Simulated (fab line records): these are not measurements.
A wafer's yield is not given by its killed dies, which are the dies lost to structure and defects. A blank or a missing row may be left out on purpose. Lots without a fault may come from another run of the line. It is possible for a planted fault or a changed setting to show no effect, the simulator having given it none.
Chamber matching    flow sky130    SKY_VIA4_ETCH_12 on rie-diel-03 has 4 sister chambers
The step etches SiO2 in C4F8/O2/Ar, stops on TiN, target depth 580 nm. 8 wafers are shown with their chamber, then 10 later ones without.

== WAFERS PAIRED WITH THEIR CHAMBERS ==
wafer   chamber  oes-product-au (a.u.)
L078.3  0        0.938
L084.6  1        0.934
L091.1  2        0.928
L092.1  3        0.922
L092.5  3        0.930
L092.6  0        0.927
L093.2  1        0.926
L093.3  2        0.920

== WAFERS MISSING THEIR CHAMBER ==
wafer   oes-product-au (a.u.)
L093.6  0.923
L094.1  0.928
L094.2  0.935
L094.3  0.928
L094.4  0.933
L094.5  0.931
L094.6  0.923
L097.1  0.921
L097.3  0.933
L097.5  0.933

== EACH ONE'S CHAMBER ==
wafer   from the rows above                in truth
L093.6  can't be placed: 2 or 3 or 1 or 0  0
L094.1  can't be placed: 1 or 3 or 2 or 0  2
L094.2  can't be placed: 0 or 1 or 3 or 2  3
L094.3  can't be placed: 1 or 3 or 2 or 0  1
L094.4  can't be placed: 0 or 1 or 3 or 2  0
L094.5  can't be placed: 1 or 0 or 3 or 2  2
L094.6  can't be placed: 2 or 3 or 1 or 0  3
L097.1  can't be placed: 2 or 3 or 1 or 0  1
L097.3  can't be placed: 0 or 1 or 3 or 2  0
L097.5  can't be placed: 0 or 1 or 3 or 2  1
0 of 10 placed correctly. From these rows, 10 cannot be placed; in 10 the true chamber is one of the candidates. 0 placed wrongly.
How it was worked out, from the rows above alone: a wafer's distance from a chamber is the root of the sum, over the readings, of the square of ((its reading less the chamber's mean) divided by the reading's scatter). The wafer belongs to the nearest chamber; if the next one is less than 2 further off, it can't be placed. The mean given for a chamber averages the wafers shown for that chamber. The scatter: take each reading less its chamber's mean, square it, sum over the shown wafers, divide by the number of wafers less the number of chambers, and take the root.
